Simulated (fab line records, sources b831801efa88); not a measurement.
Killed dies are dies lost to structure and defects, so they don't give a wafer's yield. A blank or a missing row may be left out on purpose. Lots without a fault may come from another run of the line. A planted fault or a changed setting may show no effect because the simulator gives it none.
fab line records | flow sky130
record lots=7 wafers=19 last_day=50
route steps=708 shown METAL1@434
lots that met no fault: from a run of the same line without faults
start_h: hours from the record's first day to the start of the lot's first wafer shown | wait_h: hours since the lot's step before | " the same as in the row above | L1.1+2: a row that stands for several wafers | - no value, or no start given | * or withheld: withheld | < > ~ a bound
route shown NAME@n: a module of which the file shows steps, and the number in the route of the first | usual: mean/standard deviation of fault-free wafers | same: alike in all rows | chamber/n: place in a boat | sites: the reading at each site | _std_site: their standard deviation | _edge_site: outer sites' mean less inner sites' | radius_mm: how far each site lies from the wafer's centre | mask NAME#n: copy n | behind: the tool/chamber that last shaped the wafer | hold: why the lot was held/for how many hours/how that ended | device: the transistor (n, p or np) that didn't switch | end of line: the same wafers' tests at the end of the route | a step without rows: its recipe alone | killed: dies lost to structure and defects at the first sort, not the wafer's yield | map: a wafer's dies, x killed, . not, _ none there
set.NAME: the setting as run; set.NAME@STEP: as run at that earlier step | model.NAME: the simulator's own value behind a step, which no gauge read
lots at some steps of the route; a table a step, a row a wafer
services: from which hour (start_h, from the record's first day; less than 0 if before it) a tool's chamber was out of use, for how many hours, and why
## steps
# step SKY_METAL1_SPUTTER_00
# recipe material=Ti target_thk_nm=15 power_w=3000 time_s=10 chamber_pressure_pa=0.4
# usual throttle_valve_pct=30.4/0.94
# columns lot.wafer tool chamber start_h wait_h throttle_valve_pct
L202.2 pvd_sputter-01 - 730.20 0.1 29.6
L202.3 " - " " 30.0
L202.5 " - " " 30.2
L206.3 pvd_sputter-04 - 772.53 0.2 32.2
L206.4 " - " " 29.9
L206.5 " - " " 30.1
L215.4 pvd_sputter-01 - 842.36 0.2 29.8
L215.5 " - " " 31.6
L215.6 " - " " 30.0
L222.3 pvd_sputter-02 - 883.43 0.1 29.5
L222.4 " - " " 29.8
L222.6 " - " " 29.2
L223.5 pvd_sputter-02 - 891.67 0.1 32.0
L223.6 " - " " 29.8
L224.2 pvd_sputter-04 - 900.33 0.1 32.0
L224.6 " - " " 30.0
L225.1 pvd_sputter-04 - 908.45 0.2 30.7
L225.4 " - " " 30.0
L225.5 " - " " 30.2
# step SKY_METAL1_SPUTTER_01
# recipe material=TiN target_thk_nm=20 power_w=6500 time_s=16.7 chamber_pressure_pa=0.4
# step SKY_METAL1_SPUTTER_02
# recipe material=AlCu target_thk_nm=250 power_w=10600 time_s=13.3 chamber_pressure_pa=0.4
# usual throttle_valve_pct=30.4/0.94
# columns lot.wafer tool chamber start_h wait_h throttle_valve_pct
L202.2 pvd_sputter-01 - 730.25 0.0 29.5
L202.3 " - " " 30.3
L202.5 " - " " 30.1
L206.3 pvd_sputter-04 - 772.58 0.0 32.4
L206.4 " - " " 30.0
L206.5 " - " " 30.1
L215.4 pvd_sputter-01 - 842.41 0.0 30.2
L215.5 " - " " 31.8
L215.6 " - " " 30.3
L222.3 pvd_sputter-02 - 883.48 0.0 29.5
L222.4 " - " " 29.6
L222.6 " - " " 29.4
L223.5 pvd_sputter-02 - 891.72 0.0 32.0
L223.6 " - " " 29.6
L224.2 pvd_sputter-04 - 900.37 0.0 32.0
L224.6 " - " " 30.1
L225.1 pvd_sputter-04 - 908.51 0.0 30.5
L225.4 " - " " 30.0
L225.5 " - " " 29.9
# step SKY_METAL1_SPUTTER_03
# recipe material=Ti target_thk_nm=5 power_w=3000 time_s=3.3 chamber_pressure_pa=0.4
# usual throttle_valve_pct=30.4/0.95
# columns lot.wafer tool chamber start_h wait_h throttle_valve_pct
L202.2 pvd_sputter-01 - 730.28 0.0 30.1
L202.3 " - " " 30.1
L202.5 " - " " 30.1
L206.3 pvd_sputter-04 - 772.60 0.0 32.1
L206.4 " - " " 30.0
L206.5 " - " " 30.0
L215.4 pvd_sputter-01 - 842.43 0.0 30.1
L215.5 " - " " 31.9
L215.6 " - " " 30.1
L222.3 pvd_sputter-02 - 883.51 0.0 29.4
L222.4 " - " " 29.6
L222.6 " - " " 29.6
L223.5 pvd_sputter-02 - 891.74 0.0 32.2
L223.6 " - " " 29.6
L224.2 pvd_sputter-04 - 900.40 0.0 32.0
L224.6 " - " " 30.2
L225.1 pvd_sputter-04 - 908.53 0.0 30.4
L225.4 " - " " 29.7
L225.5 " - " " 30.0
# step SKY_METAL1_SPUTTER_04
# recipe material=TiN target_thk_nm=70 power_w=6500 time_s=58.3 chamber_pressure_pa=0.4
# step SKY_METAL1_RS_MEAS_05
# recipe thk_meas_gauge=four-point-probe reads=TiN_of_METAL1_SPUTTER_04+Ti_of_METAL1_SPUTTER_03+AlCu_of_METAL1_SPUTTER_02+TiN_of_METAL1_SPUTTER_01+Ti_of_METAL1_SPUTTER_00
# usual METAL1_ALCU_RS=0.1270/0.0016
# columns lot.wafer tool chamber start_h wait_h METAL1_ALCU_RS[ohm/sq]
L202.2 film_metro-01 - 730.36 0.0 0.1268
L202.3 " - " " 0.1279
L202.5 " - " " 0.1270
L206.3 film_metro-01 - 772.71 0.1 0.1255
L206.4 " - " " 0.1251
L206.5 " - " " 0.1237
L215.4 film_metro-03 - 842.56 0.1 0.1287
L215.5 " - " " 0.1299
L215.6 " - " " 0.1283
L222.3 film_metro-03 - 883.61 0.1 0.1254
L222.4 " - " " 0.1251
L222.6 " - " " 0.1232
L223.5 film_metro-04 - 891.88 0.1 0.1267
L223.6 " - " " 0.1265
L224.2 film_metro-04 - 900.49 0.0 0.1267
L224.6 " - " " 0.1246
L225.1 film_metro-03 - 908.61 0.0 0.1280
L225.4 " - " " 0.1300
L225.5 " - " " 0.1298
# step SKY_METAL1_THK_MEAS_06
# recipe thk_meas_gauge=xrf reads=AlCu_of_METAL1_SPUTTER_02
# usual METAL1_ALCU_THK=254/3.3
# columns lot.wafer tool chamber start_h wait_h METAL1_ALCU_THK[nm]
L202.2 film_metro-01 - 730.47 0.1 256
L202.3 " - " " 251
L202.5 " - " " 252
L206.3 film_metro-01 - 772.81 0.1 260
L206.4 " - " " 258
L206.5 " - " " 260
L215.4 film_metro-03 - 842.65 0.1 249
L215.5 " - " " 248
L215.6 " - " " 250
L222.3 film_metro-03 - 883.71 0.1 255
L222.4 " - " " 257
L222.6 " - " " 260
L223.5 film_metro-04 - 891.96 0.1 253
L223.6 " - " " 254
L224.2 film_metro-04 - 900.60 0.1 253
L224.6 " - " " 259
L225.1 film_metro-03 - 908.73 0.1 252
L225.4 " - " " 246
L225.5 " - " " 248
# step SKY_METAL1_DEHYDRATE_07
# recipe temp_c=200 time_s=60
# step SKY_METAL1_HMDS_08
# recipe prime_time_s=60 prime_temp_c=120
# step SKY_METAL1_COAT_09
# recipe resist=BARC temp_c=withheld time_s=withheld spin_rpm=3000 resist_thk_nm=60
# step SKY_METAL1_COAT_10
# recipe resist=KrF-thick spin_rpm=3000 resist_thk_nm=450
# step SKY_METAL1_SOFTBAKE_11
# recipe temp_c=100 time_s=90 resist=KrF-thick
# step SKY_METAL1_EXPOSE_12
# recipe mask_id=MM1 na=0.8 source_shape=annular sigma_inner=0.55 sigma_outer=0.85 target_cd_nm=140 dose_mj=28
# usual focus_offset_nm=0.1/0.53
# same na=0.8
# columns lot.wafer tool chamber start_h wait_h mask focus_offset_nm
L202.2 krf_scanner-01 0 744.76 - MM1#0 0.8
L202.3 " 0 " " MM1#0 0.8
L202.5 " 0 " " MM1#0 0.2
L206.3 krf_scanner-02 0 785.83 - MM1#0 -0.8
L206.4 " 0 " " MM1#0 -0.2
L206.5 " 0 " " MM1#0 -0.2
L215.4 krf_scanner-01 0 856.17 - MM1#0 -1.3
L215.5 " 0 " " MM1#0 -0.9
L215.6 " 0 " " MM1#0 -1.2
L222.3 krf_scanner-02 0 896.07 - MM1#0 0.1
L222.4 " 0 " " MM1#0 0.4
L222.6 " 0 " " MM1#0 0.4
L223.5 krf_scanner-02 0 905.15 - MM1#0 0.3
L223.6 " 0 " " MM1#0 -0.4
L224.2 krf_scanner-02 0 913.34 - MM1#0 -0.7
L224.6 " 0 " " MM1#0 0.6
L225.1 krf_scanner-01 0 921.19 - MM1#0 1.2
L225.4 " 0 " " MM1#0 0.3
L225.5 " 0 " " MM1#0 1.2
# step SKY_METAL1_PEB_13
# recipe peb_temp_c=withheld peb_time_s=withheld resist=KrF-thick
# step SKY_METAL1_DEVELOP_14
# recipe develop_time_s=60 resist=KrF-thick dev_temp_c=21
# step SKY_METAL1_CD_MEAS_15
# recipe target_cd_nm=140
# usual cd_nm=139.8/1.2
# columns lot.wafer tool chamber start_h wait_h hold cd_nm
L202.2 cd_sem-01 - 757.49 - - 140.4
L202.3 " - " " - 139.7
L202.5 " - " " - 139.3
L206.3 cd_sem-01 - 798.56 - - 142.4
L206.4 " - " " - 139.9
L206.5 " - " " - 141.8
L215.4 cd_sem-01 - 868.43 - - 139.3
L215.5 " - " " - 138.8
L215.6 " - " " - 137.3
L222.3 cd_sem-01 - 908.21 - await_dispo/0.2h/release 141.7
L222.4 " - " " await_dispo/0.2h/release 141.4
L222.6 " - " " await_dispo/0.2h/release 101.6
L222.3 cd_sem-01 - 908.49 0.3 - 141.6
L222.4 " - " " - 141.4
L222.6 " - " " - 101.2
L223.5 cd_sem-01 - 917.40 - await_dispo/0.2h/release 139.3
L223.6 " - " " await_dispo/0.2h/release 100.5
L223.5 cd_sem-01 - 917.69 0.3 - 139.4
L223.6 " - " " - 101.0
L224.2 cd_sem-02 - 925.39 - await_dispo/0.2h/release 99.9
L224.6 " - " " await_dispo/0.2h/release 99.6
L224.2 cd_sem-02 - 925.67 0.3 - 99.8
L224.6 " - " " - 99.2
L225.1 cd_sem-01 - 933.52 - - 138.8
L225.4 " - " " - 138.5
L225.5 " - " " - 139.4
# step SKY_METAL1_OVL_MEAS_16
# usual METAL1_OVL=-4/6.6
# columns lot.wafer tool chamber start_h wait_h hold METAL1_OVL[nm]
L202.2 overlay-02 - 757.60 0.1 - -1
L202.3 " - " " - 0
L202.5 " - " " - -1
L206.3 overlay-01 - 798.65 0.1 - -1
L206.4 " - " " - 3
L206.5 " - " " - 4
L215.4 overlay-01 - 868.50 0.1 - -12
L215.5 " - " " - -15
L215.6 " - " " - -18
L222.3 overlay-02 - 910.75 2.2 await_dispo/2.2h/release -3
L222.4 " - " " await_dispo/2.2h/release -12
L222.6 " - " " await_dispo/2.2h/release 1
L223.5 overlay-02 - 922.44 4.7 await_dispo/4.7h/release -12
L223.6 " - " " await_dispo/4.7h/release -11
L224.2 overlay-02 - 929.48 3.8 await_dispo/3.7h/release -13
L224.6 " - " " await_dispo/3.7h/release -9
L225.1 overlay-01 - 933.64 0.1 - -10
L225.4 " - " " - -6
L225.5 " - " " - -10
# step SKY_METAL1_DESCUM_17
# recipe chemistry=O2 source_power_w=150 bias_power_w=0 pressure_mtorr=10 temp_c=40 time_s=8
# usual drypump_motor_current_A=5.7/0.33 oes_product_au=1.000/0.009
# columns lot.wafer tool chamber start_h wait_h drypump_motor_current_A oes_product_au rf_hours_counter_h model.METAL1.cd_nm
L202.2 rie_metal-02 0 757.63 0.0 5.2 1.017 13 140.3
L202.3 " 0 " " 5.2 1.019 - 139.2
L202.5 " 1 " " 5.6 1.012 - 139.7
L206.3 rie_metal-02 1 798.68 0.0 5.6 0.999 - 142.4
L206.4 " 0 " " 5.2 1.009 - 139.9
L206.5 " 1 " " 5.6 0.993 - 142.5
L215.4 rie_metal-02 1 868.55 0.0 5.7 0.990 - 139.6
L215.5 " 1 " " 5.6 0.992 - 139.4
L215.6 " 1 " " 5.6 0.997 - 138.3
L222.3 rie_metal-03 0 910.79 0.0 5.7 1.003 - 141.3
L222.4 " 1 " " 6.3 1.007 - 142.2
L222.6 " 0 " " 5.7 0.998 - 100.6
L223.5 rie_metal-01 0 922.50 0.0 5.5 1.004 - 139.3
L223.6 " 0 " " 5.5 0.993 - 101
L224.2 rie_metal-03 0 929.51 0.0 5.7 1.010 15 99.57
L224.6 " 1 " " 6.3 1.007 - 99.33
L225.1 rie_metal-03 0 933.68 0.0 5.7 1.011 16 138.3
L225.4 " 1 " " 6.3 0.994 - -
L225.5 " 1 " " 6.3 0.999 - 139.2
# step SKY_METAL1_ETCH_18
# recipe chemistry=N2/H2 target=BARC ion_energy_ev=200 bias_w=100 pressure_mtorr=30 n2_flow_sccm=100 h2_flow_sccm=200 icp_w=500 stop_on=SiO2 time_s=45.9 target_depth_a=600
# usual drypump_motor_current_A=5.7/0.33 oes_product_au=0.855/0.005 throttle_valve_pct=13.226/0.009
# columns lot.wafer tool chamber start_h wait_h drypump_motor_current_A oes_product_au rf_hours_counter_h throttle_valve_pct
L202.2 rie_metal-02 0 757.66 0.0 5.1 0.857 13 13.230
L202.3 " 0 " " 5.1 0.852 - 13.243
L202.5 " 1 " " 5.6 0.850 - 13.226
L206.3 rie_metal-02 1 798.72 0.0 5.6 0.859 - 13.205
L206.4 " 0 " " 5.1 0.852 - 13.211
L206.5 " 1 " " 5.6 0.868 - 13.224
L215.4 rie_metal-02 1 868.65 0.1 5.6 0.851 - 13.217
L215.5 " 1 " " 5.6 0.853 - 13.252
L215.6 " 1 " " 5.6 0.857 - 13.229
L222.3 rie_metal-03 0 910.83 0.0 5.7 0.855 - 13.225
L222.4 " 1 " " 6.3 0.857 - 13.217
L222.6 " 0 " " 5.7 0.859 - 13.223
L223.5 rie_metal-01 0 922.60 0.1 5.5 0.858 - 13.236
L223.6 " 0 " " 5.5 0.858 - 13.232
L224.2 rie_metal-03 0 929.54 0.0 5.7 0.857 15 13.230
L224.6 " 1 " " 6.2 0.860 - 13.221
L225.1 rie_metal-03 0 933.71 0.0 5.8 0.851 16 13.206
L225.4 " 1 " " 6.3 0.856 - 13.213
L225.5 " 1 " " 6.3 0.858 - 13.218
# step SKY_METAL1_METAL_ETCH_19
# recipe target_depth_a=3600 stop_on=SiO2 over_etch_frac=0.3 time_s=78 chemistry=Cl2/BCl3 resist_sidewall_deg=88 pressure_mtorr=10 icp_w=900 bias_w=48.5 Cl2_flow_sccm=60 bcl3_flow_sccm=30
# usual drypump_motor_current_A=5.7/0.33 oes_product_au=0.854/0.0061 throttle_valve_pct=22.265/0.0091
# columns lot.wafer tool chamber start_h wait_h drypump_motor_current_A oes_product_au rf_hours_counter_h throttle_valve_pct model.METAL1.cd_nm
L202.2 rie_metal-02 0 757.72 0.0 5.1 0.856 13 22.268 139.5
L202.3 " 0 " " 5.2 0.846 - 22.245 140.2
L202.5 " 1 " " 5.6 0.851 - 22.263 140.8
L206.3 rie_metal-02 1 798.80 0.1 5.6 0.848 - 22.265 142.7
L206.4 " 0 " " 5.1 0.855 - 22.259 141.1
L206.5 " 1 " " 5.6 0.865 - 22.285 142.9
L215.4 rie_metal-02 1 868.80 0.1 5.6 0.844 - 22.252 139.5
L215.5 " 1 " " 5.6 0.846 - 22.278 139.9
L215.6 " 1 " " 5.6 0.852 - 22.254 139
L222.3 rie_metal-03 0 910.90 0.1 5.7 0.863 - 22.252 140.6
L222.4 " 1 " " 6.3 0.856 - 22.256 141.9
L222.6 " 0 " " 5.7 0.859 - 22.263 100.4
L223.5 rie_metal-01 0 922.77 0.1 5.5 0.861 - 22.263 142.2
L223.6 " 0 " " 5.5 0.857 - 22.279 104.1
L224.2 rie_metal-03 0 929.60 0.0 5.7 0.857 15 22.260 98.54
L224.6 " 1 " " 6.3 0.860 - 22.245 98.41
L225.1 rie_metal-03 0 933.77 0.0 5.7 0.845 16 22.267 138.1
L225.4 " 1 " " 6.2 0.838 - 22.264 136.1
L225.5 " 1 " " 6.2 0.847 - 22.268 137
# step SKY_METAL1_STRIP_20
# recipe chemistry=O2/N2 power_w=1400 pressure_mtorr=1500 platen_temp_c=withheld o2_flow_sccm=3000 n2_flow_sccm=300 overash_fraction=0.5
# usual drypump_motor_current_A=5.85/0.16 oes_product_au=0.343/0.0043 strip_time_to_endpoint_s=2.70/0.034
# columns lot.wafer tool chamber start_h wait_h drypump_motor_current_A oes_product_au rf_hours_counter_h strip_time_to_endpoint_s
L202.2 plasma_asher-01 1 757.81 0.1 5.91 0.350 65 2.65
L202.3 " 1 " " 5.93 0.346 - 2.67
L202.5 " 0 " " 5.93 0.337 - 2.69
L206.3 plasma_asher-02 1 798.89 0.1 5.58 0.347 - 2.75
L206.4 " 0 " " 5.98 0.346 - 2.68
L206.5 " 0 " " 5.98 0.341 - 2.73
L215.4 plasma_asher-02 0 868.93 0.1 5.97 0.352 - 2.71
L215.5 " 1 " " 5.53 0.338 - 2.73
L215.6 " 0 " " 6.00 0.344 - 2.73
L222.3 plasma_asher-02 1 911.00 0.1 5.57 0.346 - 2.66
L222.4 " 0 " " 5.99 0.342 - 2.73
L222.6 " 1 " " 5.54 0.337 - 2.67
L223.5 plasma_asher-01 0 922.89 0.1 5.90 0.347 - 2.72
L223.6 " 1 " " 5.92 0.342 - 2.74
L224.2 plasma_asher-01 1 929.69 0.1 5.90 0.346 82 2.67
L224.6 " 0 " " 5.95 0.339 - 2.70
L225.1 plasma_asher-01 0 933.86 0.1 5.92 0.349 83 2.69
L225.4 " 1 " " 5.92 0.337 - 2.72
L225.5 " 0 " " 5.89 0.343 - 2.72
## services
# columns tool chamber start_h hours kind
rie_metal-03 - 723.67 0.5 repair
rie_metal-01 - 738.07 2.8 pm
rie_metal-02 1 738.24 - clean
rie_metal-02 1 738.24 11.2 scheduled_down
rie_metal-02 1 738.24 11.2 vent_cycle
plasma_asher-02 - 754.93 8.8 repair
krf_scanner-01 - 759.83 1.3 pm
rie_metal-02 - 769.91 0.5 repair
pvd_sputter-02 - 770.12 0.5 repair
krf_scanner-01 - 776.06 0.8 pm
krf_scanner-01 - 788.90 17.8 repair
krf_scanner-01 - 806.74 1.0 pm
krf_scanner-02 - 807.74 4.0 pm
krf_scanner-02 - 812.02 1.0 pm
krf_scanner-01 - 832.18 4.4 pm
plasma_asher-02 - 835.28 1.9 repair
krf_scanner-02 - 850.58 4.4 pm
rie_metal-02 0 852.67 - clean
rie_metal-02 0 852.67 26.0 scheduled_down
krf_scanner-02 - 870.97 1.3 pm
krf_scanner-02 - 872.56 0.8 pm
pvd_sputter-01 - 877.67 0.8 repair
krf_scanner-01 - 893.53 0.6 repair
pvd_sputter-01 - 919.69 3.4 repair
## key
first_sign step=SKY_METAL1_CD_MEAS_15 reading=visit direction=added
effect step=SKY_METAL1_CD_MEAS_15 reading=cd_nm direction=down sigmas=32 usual=139.8 struck=100.4
model_effect step=SKY_METAL1_DESCUM_17 value=METAL1.cd_nm without=140.4 struck=100.1
model_effect step=SKY_METAL1_METAL_ETCH_19 value=METAL1.cd_nm without=140.6 struck=100.3
met_at SKY_METAL1_EXPOSE_12
struck_wafers L222.6,L223.6,L224.2,L224.6
later_rows_left_out L222.6,L223.6,L224.2,L224.6
sort_left_out L222.6,L223.6,L224.2,L224.6
onset_between 785.83 896.07
fault kind=process_parameter_drift tool=krf_scanner-02 chamber=- onset_h=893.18 steps=SKY_METAL1_EXPOSE_12 channel=focus_nm offset=240.39 shape=step end_h=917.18 scope=struck_wafers_only
# sort_left_out: the simulated sort isn't trusted on such a fault, so these wafers' sort isn't shown, and their yield isn't known
# later_rows_left_out: the simulator's readings of these wafers behind a module that went badly wrong aren't trusted and aren't shown, but for the sort
